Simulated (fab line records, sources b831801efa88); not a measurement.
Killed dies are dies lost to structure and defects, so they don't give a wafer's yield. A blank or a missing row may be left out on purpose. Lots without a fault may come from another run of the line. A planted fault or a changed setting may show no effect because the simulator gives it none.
One fault seen from 2 desks | flow sky130 | each desk has only its own numbers; what lay behind them comes last

THE METROLOGY DESK
What the gauges read, lot by lot, whatever tool the lot ran on: means of the sampled wafers that have a number. A lot is out of limits, marked OUT, if its mean lies more than 4 standard deviations from the usual mean; the brackets give that distance.
Columns: A = FIELD_ISO_OXIDATION_01_THK at SKY_FIELD_ISO_THK_MEAS_23, usual 9.92 nm
lot  | first seen here | A
L189 | day 2 08:58     | 10.17
L191 | day 2 18:31     | 9.86
L192 | day 3 00:56     | 9.70
L197 | day 4 05:49     | 9.54
L199 | day 4 10:50     | 9.85
L202 | day 5 04:47     | 10.03
L203 | day 5 07:04     | 10.00
L208 | day 6 10:40     | 9.82
L209 | day 6 14:17     | 10.00
L210 | day 6 22:57     | 10.08
L211 | day 7 01:28     | 10.28
L212 | day 7 07:50     | 10.09
This desk's finding: nothing out of limits on any of the 12 lots.

THE TOOL OWNER'S DESK: litho_track-01
The tool's own readings at SKY_VT_ADJUST_NCORE_SOFTBAKE_03 (time 60 s): means of the sampled wafers that have a number, for each lot that ran on this tool. A lot is out of limits, marked OUT, if its mean lies more than 4 standard deviations from the usual mean; the brackets give that distance.
Columns: A = heater_power_total_W at SKY_VT_ADJUST_NCORE_SOFTBAKE_03, usual 56.59 W; B = plate_temp_C at SKY_VT_ADJUST_NCORE_SOFTBAKE_03, usual 90.02 C
lot  | first seen here | A               | B
L189 | day 8 03:23     | 56.61           | 90.06
L199 | day 10 21:26    | 57.17 (+13) OUT | 90.78 (+6.4) OUT
L202 | day 11 22:16    | 57.26 (+15) OUT | 90.85 (+6.9) OUT
This desk's finding: out of limits on L199, L202; first on L199, day 10 21:26 (heater_power_total_W at SKY_VT_ADJUST_NCORE_SOFTBAKE_03). In limits: L189.

PUT TOGETHER
The tool owner's desk could have raised an alarm at day 10 21:26, on L199, L202.
The metrology desk saw nothing out of limits.
The metrology desk has L199, L202 on record, within its limits.
Of the lots named, all ran SKY_VT_ADJUST_NCORE_SOFTBAKE_03 on litho_track-01.

WHAT THE SIMULATOR HAD PUT IN
Process parameter drift: litho_track-01, from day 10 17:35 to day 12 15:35, at SKY_VT_ADJUST_NCORE_SOFTBAKE_03. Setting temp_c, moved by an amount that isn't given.
Lots struck among those shown: L199, L202.
Hours from the fault's start to each desk's first reading out of limits: the tool owner's desk, 4.
